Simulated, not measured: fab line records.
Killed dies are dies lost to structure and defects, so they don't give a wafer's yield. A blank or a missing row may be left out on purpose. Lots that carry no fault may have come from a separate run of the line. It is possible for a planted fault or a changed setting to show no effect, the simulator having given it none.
What tool caused it? | flow gf180mcu | 18 wafers from 6 lots sampled at 2 of the route's 602 steps

== WHAT THE GAUGES SHOWED, per wafer ==
GF_SAB_THK_MEAS_01.
lot  | measured     | on           | SAB_CVD_00_THK (nm)
L792 | day 14 12:10 | filmMetro-04 | 49.8 50.5 51.0
L795 | day 15 11:25 | filmMetro-04 | 49.9 49.3 50.4
L797 | day 16 09:05 | filmMetro-02 | 49.7 50.4 50.3
L799 | day 17 17:53 | filmMetro-02 | 49.2 49.7 50.4
L803 | day 19 10:38 | filmMetro-02 | 50.7 49.8 50.8
L809 | day 21 09:23 | filmMetro-04 | 49.4 49.4 50.1

== WHICH TOOL RAN EACH LOT (tool, then ch and the chambers of the sampled wafers, then the start) ==
lot  | GF_SAB_CVD_00
L792 | pecvd-02 ch 0,1, day 14 12:10
L795 | pecvd-04 ch 1,2, day 15 11:24
L797 | pecvd-02 ch 0,1,2, day 16 09:03
L799 | pecvd-02 ch 0,1, day 17 17:51
L803 | pecvd-03 ch 1,2, day 19 10:36
L809 | pecvd-02 ch 1,2, day 21 09:22
- GF_SAB_CVD_00: deposits SiO2 from TEOS, target thk 50 nm, time 4.9302 s.

== THE ANSWER, worked out from the rows above alone ==
Rule: the lots themselves supply what counts as usual. Put in order of their means at a reading, lots are off if they are a third of the lots or fewer, leave a main group of 4 or more, and stand apart from it by a gap of 3 or more times the standard deviation of the main group's means; of several such gaps the widest counts. Not used: any main group whose means are identical at the precision the tables above print for the reading. A lot without any number at a reading at which 4 lots or more have one is off too. All remaining lots with rows at the step are treated as sound.
No lot is off on any of the readings shown, so nothing can be concluded from this.

== WHAT WAS PUT IN BY THE SIMULATOR ==
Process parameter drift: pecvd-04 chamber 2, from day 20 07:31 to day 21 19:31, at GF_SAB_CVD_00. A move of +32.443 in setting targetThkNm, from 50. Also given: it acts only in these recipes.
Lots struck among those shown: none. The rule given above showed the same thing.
